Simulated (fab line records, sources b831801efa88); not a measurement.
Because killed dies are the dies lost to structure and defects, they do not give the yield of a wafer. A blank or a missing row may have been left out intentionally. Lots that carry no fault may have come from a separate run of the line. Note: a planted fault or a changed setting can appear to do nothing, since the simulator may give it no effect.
Check for tools in common | flow gf180mcu | 12 lots and 36 wafers in the sample

REASON IT WAS OPENED
GF_DUAL_GATE_THK_MEAS_03, reading DUAL_GATE_OXIDATION_00_THK: flagged on 3 of 12 lots. Fault-free wafers read 10.94 nm, with a standard deviation of 0.17.
Rule: a lot is flagged in two cases, either no wafer of it has a number, or all its wafers with numbers fall more than 4 standard deviations from that mean. As for the other lots, they are considered sound.

lot  | measured     | on            | DUAL_GATE_OXIDATION_00_THK (nm), wafer by wafer | flag
L253 | day 8 00:11  | film metro-02 | 11.15 11.30 10.95                               |
L254 | day 8 09:44  | film metro-03 | 11.06 10.93 11.21                               |
L255 | day 8 17:28  | film metro-02 | 10.95 11.11 10.89                               |
L256 | day 8 22:56  | film metro-03 | 10.98 10.81 10.89                               |
L257 | day 9 06:00  | film metro-04 | 10.79 10.74 10.94                               |
L260 | day 10 17:22 | film metro-02 | 10.93 10.89 10.89                               |
L262 | day 11 04:25 | film metro-04 | 16.39 16.22 16.26                               | FLAGGED
L263 | day 11 05:50 | film metro-03 | 16.08 16.21 16.13                               | FLAGGED
L267 | day 12 05:34 | film metro-04 | 16.19 16.20 16.16                               | FLAGGED
L270 | day 13 10:00 | film metro-03 | 11.15 11.05 11.35                               |
L271 | day 13 11:27 | film metro-04 | 11.01 11.10 11.05                               |
L272 | day 13 12:55 | film metro-04 | 10.84 10.94 10.80                               |
Average over the flagged lots: 16.20 nm; offset from the usual +5.26 nm, equal to +31 standard deviations.

WHICH TOOL RAN EACH LOT
The record holds 1 process step before the reading, out of a route of 602 steps. In each cell: the tool, then ch and the chambers that the sampled wafers went through, then the start.
lot  | flag    | GF_DUAL_GATE_OXIDATION_02
L253 |         | furnace-01 ch 0, day 7 22:43
L254 |         | furnace-01 ch 0, day 8 08:16
L255 |         | furnace-02 ch 0, day 8 16:01
L256 |         | furnace-01 ch 0, day 8 21:29
L257 |         | furnace-01 ch 0, day 9 04:32
L260 |         | furnace-01 ch 0, day 10 15:56
L262 | FLAGGED | furnace-02 ch 0, day 11 02:57
L263 | FLAGGED | furnace-02 ch 0, day 11 04:23
L267 | FLAGGED | furnace-02 ch 0, day 12 04:05
L270 |         | furnace-01 ch 0, day 13 08:33
L271 |         | furnace-01 ch 0, day 13 10:00
L272 |         | furnace-01 ch 0, day 13 11:26
What the steps here do:
- GF_DUAL_GATE_OXIDATION_02: stabilise 600 s, purge 300 s, target thk 10.887 nm.
- GF_DUAL_GATE_THK_MEAS_03

FLAGGED OVER TOTAL, TOOL BY TOOL (the gauges that took the reading come last)
step                      | tool          | lots run | flagged | share of the flagged lots | sound lots run after its first flagged lot
GF_DUAL_GATE_OXIDATION_02 | furnace-01    | 8        | 0       | none                      | -
GF_DUAL_GATE_OXIDATION_02 | furnace-02    | 4        | 3       | all                       | 0
GF_DUAL_GATE_THK_MEAS_03  | film metro-02 | 3        | 0       | none                      | -
GF_DUAL_GATE_THK_MEAS_03  | film metro-03 | 4        | 1       | some                      | 1 (L270)
GF_DUAL_GATE_THK_MEAS_03  | film metro-04 | 5        | 2       | some                      | 2 (L271,L272)

WHAT THE TABLE PERMITS
1 row of the table ran every flagged lot: furnace-02 at GF_DUAL_GATE_OXIDATION_02.
- furnace-02 at GF_DUAL_GATE_OXIDATION_02: 3 of its 4 lots flagged. Last sound lot L255 at day 8 16:01, first flagged lot L262 at day 11 02:57; a fault beginning in between fits. Its own readings lie more than 4 standard deviations out on every wafer of the flagged lots: spike tc bottom C, spike tc centre C, spike tc lower C, spike tc top C, spike tc upper C, tube center temp C, tube_center_temp_C_max, zone power bottom pct, zone power lower pct, zone power upper pct.
One tool is left: furnace-02 at GF_DUAL_GATE_OXIDATION_02.

WHAT THE SIMULATOR HAD PUT IN
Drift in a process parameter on furnace-02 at GF_DUAL_GATE_OXIDATION_02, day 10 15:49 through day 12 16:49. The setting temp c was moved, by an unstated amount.
Lots struck among those shown: L262, L263, L267. The rule above reached the same finding.
